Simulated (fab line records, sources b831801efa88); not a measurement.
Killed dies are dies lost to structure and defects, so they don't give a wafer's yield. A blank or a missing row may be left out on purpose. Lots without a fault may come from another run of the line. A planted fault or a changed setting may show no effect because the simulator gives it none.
One fault seen from 2 desks | flow sky130 | each desk has only its own numbers; what lay behind them comes last

THE TOOL OWNER'S DESK: pvd_sputter-03
The tool's own readings at SKY_METAL2_SPUTTER_02 (material AlCu, target thk 250 nm, time 13.3 s): means of the sampled wafers that have a number, for each lot that ran on this tool. A lot is out of limits, marked OUT, if its mean lies more than 4 standard deviations from the usual mean; the brackets give that distance.
Columns: A = throttle_valve_pct at SKY_METAL2_SPUTTER_02, usual 30.4 %
lot  | first seen here | A
L143 | day 34 03:29    | 30.7
L144 | day 34 14:50    | 30.8
L145 | day 35 20:26    | 30.3
L159 | day 39 10:02    | 30.4
L160 | day 39 20:29    | 30.9
This desk's finding: nothing out of limits on any of the 5 lots.

THE METROLOGY DESK
What the gauges read, lot by lot, whatever tool the lot ran on: means of the sampled wafers that have a number. A lot is out of limits, marked OUT, if its mean lies more than 4 standard deviations from the usual mean; the brackets give that distance.
Columns: A = cd_nm at SKY_VIA1_CD_MEAS_12, usual 149.5 nm; B = VIA1_OVL at SKY_VIA1_OVL_MEAS_13, usual 0 nm; C = METAL2_ALCU_RS at SKY_METAL2_RS_MEAS_05, usual 0.1273 ohm/sq; D = METAL2_ALCU_THK at SKY_METAL2_THK_MEAS_06, usual 252.1 nm
lot  | first seen here | A     | B   | C                | D
L142 | day 33 13:37    | 147.7 | 1   | 0.1262           | 252.6
L143 | day 34 02:01    | 149.7 | -2  | 0.1283           | 249.1
L144 | day 34 12:58    | 149.4 | 1   | 0.1267           | 251.3
L145 | day 35 18:58    | 148.1 | 5   | 0.1263           | 252.5
L148 | day 36 02:10    | 149.9 | -1  | 0.1289           | 248.4
L149 | day 36 04:04    | 148.7 | 1   | 0.1276           | 250.7
L159 | day 39 08:32    | 149.5 | -10 | 0.1126 (-12) OUT | 296.3 (+16) OUT
L160 | day 39 18:59    | 149.2 | 2   | 0.1128 (-12) OUT | 295.6 (+16) OUT
L163 | day 40 13:01    | 149.9 | -6  | 0.1266           | 251.7
L164 | day 40 18:01    | 153.5 | -5  | 0.1275           | 251.0
This desk's finding: out of limits on L159, L160; first on L159, day 39 10:08 (METAL2_ALCU_RS at SKY_METAL2_RS_MEAS_05). In limits: L142, L143, L144, L145, L148, L149, L163, L164.

PUT TOGETHER
The metrology desk could have raised an alarm at day 39 10:08, on L159, L160.
The tool owner's desk saw nothing out of limits.
The tool owner's desk has L159, L160 on record, within its limits.
Of the lots named, all ran SKY_METAL2_SPUTTER_02 on pvd_sputter-03.

WHAT THE SIMULATOR HAD PUT IN
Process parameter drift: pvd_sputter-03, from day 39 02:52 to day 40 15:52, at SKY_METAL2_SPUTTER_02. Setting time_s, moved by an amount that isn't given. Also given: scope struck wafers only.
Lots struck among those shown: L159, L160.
Hours from the fault's start to each desk's first reading out of limits: the metrology desk, 7.
